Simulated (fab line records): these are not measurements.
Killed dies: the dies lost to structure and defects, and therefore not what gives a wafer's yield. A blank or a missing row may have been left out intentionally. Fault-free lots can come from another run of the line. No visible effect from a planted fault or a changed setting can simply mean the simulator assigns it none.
Struck lot and sound lot, side by side	flow sfqLine	14 steps out of a route of 325
Sound: these wafers, L142.2, L142.4, L142.5. Struck: wafer L152.6 (left out: L152.4, a lot-mate that was not struck); the cause follows at the end.
Each step with rows lists, per side, the tool, then ch with its chambers, then its first start. Under that, the readings that differ: sound wafers	struck wafers	difference of the means	sigmas: that difference in standard deviations of wafers without a fault.
alike: readings whose means differ by less than 2 such deviations, and words and numbers that are the same on both sides. not compared: withheld readings, readings that some wafer has no value for, bounds like >300 that may hide the same value, and numbers for which the record gives no deviation and whose values overlap.
A row with sigmas, a row that says differs or no value, or rows on one side alone: a step with any of these is where the two part. When numbers do not overlap yet have no deviation, they are printed without sigmas and do not part them. Lack of a reading on every wafer of one side parts them only where that side has two or more wafers.

first, 1 step without rows for these wafers: SFQ_TRILAYER_M0_STRIP_SOLV_CLEAN_026 (cleans in NMP, time 600 s).
SFQ_TRILAYER_I0_DEP_PECVD_027: deposits SiO2 from SiH4/N2O, time 111.11 s, target thk 500 nm.
  sound on pecvd-04 ch 0,2, day 10 05:14; struck on pecvd-01 ch 2, day 12 20:14
  alike: heaterPowerW, throttleValvePct
SFQ_TRILAYER_I0_CMP_CMP_028: polishes SiO2.
  sound on cmp-01 ch 1,2, day 10 05:19; struck on cmp-02 ch 0, day 13 05:19
  alike: motorCurrentA, timeToEndpointS
SFQ_I0_BOW_MEAS_907:
  struck on filmMetro-02, day 13 06:53; sound on filmMetro-02, day 10 08:20
  alike: I0_BOW
SFQ_TRILAYER_I0_METRO_MEASURE_029:
  struck on filmMetro-02, day 13 07:32; sound on filmMetro-02, day 10 08:38
  alike: thkNm
then, 6 steps without rows for these wafers: SFQ_TRILAYER_I0_VIA_LITHO_COAT_036 (resist thk 62 nm); SFQ_TRILAYER_I0_VIA_LITHO_COAT_031 (resist thk 650 nm); SFQ_TRILAYER_I0_VIA_LITHO_SOFTBAKE_035; SFQ_TRILAYER_I0_VIA_LITHO_EXPOSE_032 (exposes mask I0, target cd 500 nm); SFQ_TRILAYER_I0_VIA_LITHO_PEB_034 (peb time 60 s); SFQ_TRILAYER_I0_VIA_LITHO_DEVELOP_033 (time 60 s).
-- the record jumps here: 3 days lie between the struck wafers' starts before and after --
SFQ_I0_OVL_MEAS_908:
  struck on overlay-01, day 15 22:49; sound on overlay-01, day 13 02:25
  alike: I0_OVL
SFQ_TRILAYER_I0_VIA_BARC_OPEN_VIA_ETCH_046: etches BARC in O2, target depth 125 nm, time 41.7 s.
  sound on rieDiel-01 ch 0,1,2, day 13 02:26; struck on rieDiel-01 ch 2, day 15 22:50
reading	sound	struck	difference	sigmas
oesProductAu (a.u.)	0.684 0.680 0.688	0.668	-0.016	-4
runLengthS (s)	69.1 70.1 70.4	71.7	+1.8	+4
  alike: drypumpMotorCurrentA
  not compared: rfHoursCounterH
SFQ_TRILAYER_I0_VIA_ETCH_VIA_ETCH_034: etches SiO2 in CHF3, stops on Nb, target depth 260 nm.
  sound on rieDiel-01 ch 0,1,2, day 13 02:29; struck on rieDiel-01 ch 2, day 15 22:53
  alike: drypumpMotorCurrentA, oesProductAu

== WHERE THEY PART ==
At SFQ_TRILAYER_I0_VIA_BARC_OPEN_VIA_ETCH_046 and nowhere else, as far as this record goes. Later steps at which nothing parts them and some readings are alike: SFQ_TRILAYER_I0_VIA_ETCH_VIA_ETCH_034.

WHY: whatever the simulator had introduced
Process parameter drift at SFQ_TRILAYER_I0_VIA_BARC_OPEN_VIA_ETCH_046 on rieDiel-01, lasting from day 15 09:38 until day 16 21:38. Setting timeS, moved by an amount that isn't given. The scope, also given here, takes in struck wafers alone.
